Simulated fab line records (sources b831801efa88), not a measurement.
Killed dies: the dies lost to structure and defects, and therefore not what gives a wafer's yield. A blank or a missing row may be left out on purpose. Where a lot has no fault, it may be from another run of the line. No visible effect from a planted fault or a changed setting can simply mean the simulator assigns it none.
Matching of chambers | flow sky130 | SKY_VIA4_CMP_21 on cmp-02 has 4 sister chambers
The step polishes, stops on SiO2, t overpolish 25 s, target thk 0 nm. 16 wafers are shown with their chamber, then 8 later ones without.

EACH WAFER AND ITS CHAMBER
wafer  | chamber | motorCurrentA (A) | timeToEndpointS (s)
L881.2 | 0       | 8.9               | 128
L881.4 | 2       | 10.5              | 124
L881.5 | 0       | 8.9               | 131
L883.1 | 3       | 10.0              | 126
L883.3 | 0       | 9.4               | 130
L883.5 | 0       | 8.6               | 132
L892.2 | 0       | 9.4               | 131
L892.4 | 1       | 11.0              | 126
L892.5 | 3       | 10.9              | 127
L894.1 | 3       | 10.5              | 125
L894.5 | 1       | 11.9              | 126
L894.6 | 2       | 10.3              | 116
L900.3 | 1       | 11.5              | 124
L900.4 | 2       | 10.1              | 118
L900.6 | 0       | 8.6               | 123
L899.4 | 2       | 10.3              | 115

SIGNATURES (averages over the wafers above)
reading         | chamber 0 | chamber 1 | chamber 2 | chamber 3 | scatter within a chamber
motorCurrentA   | 8.967     | 11.467    | 10.300    | 10.467    | 0.359
timeToEndpointS | 129.17    | 125.33    | 118.25    | 126.00    | 3
Rule: for a wafer and a chamber, the distance is found by dividing, reading by reading, the gap between the wafer's reading and the chamber's mean by the reading's scatter, squaring, summing and taking the root. The wafer belongs to the nearest chamber; if the next one is less than 2 further off, it can't be placed. How the scatter is found: for the shown wafers, subtract from each reading the mean of its chamber, square and add these, divide the total by (wafers less chambers), then take the root.

WAFERS MISSING THEIR CHAMBER
wafer  | motorCurrentA (A) | timeToEndpointS (s)
L899.5 | 10.4              | 118
L899.6 | 9.1               | 126
L901.1 | 10.2              | 122
L901.4 | 8.7               | 124
L901.5 | 10.8              | 124
L904.1 | 10.6              | 131
L904.3 | 10.2              | 125
L904.6 | 11.6              | 138

THE CHAMBER EACH PASSED THROUGH
wafer  | from the rows above          | in truth
L899.5 | 2                            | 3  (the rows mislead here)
L899.6 | 0                            | 0
L901.1 | can't be placed: 2 or 3      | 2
L901.4 | 0                            | 0
L901.5 | can't be placed: 3 or 1 or 2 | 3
L904.1 | can't be placed: 3 or 1      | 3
L904.3 | can't be placed: 3 or 2      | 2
L904.6 | can't be placed: 1 or 3      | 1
Correct placement for 2 of the 8. Cannot be placed on the basis of these rows: 5; the candidates contain the true chamber in 5. Placed wrongly: 1.
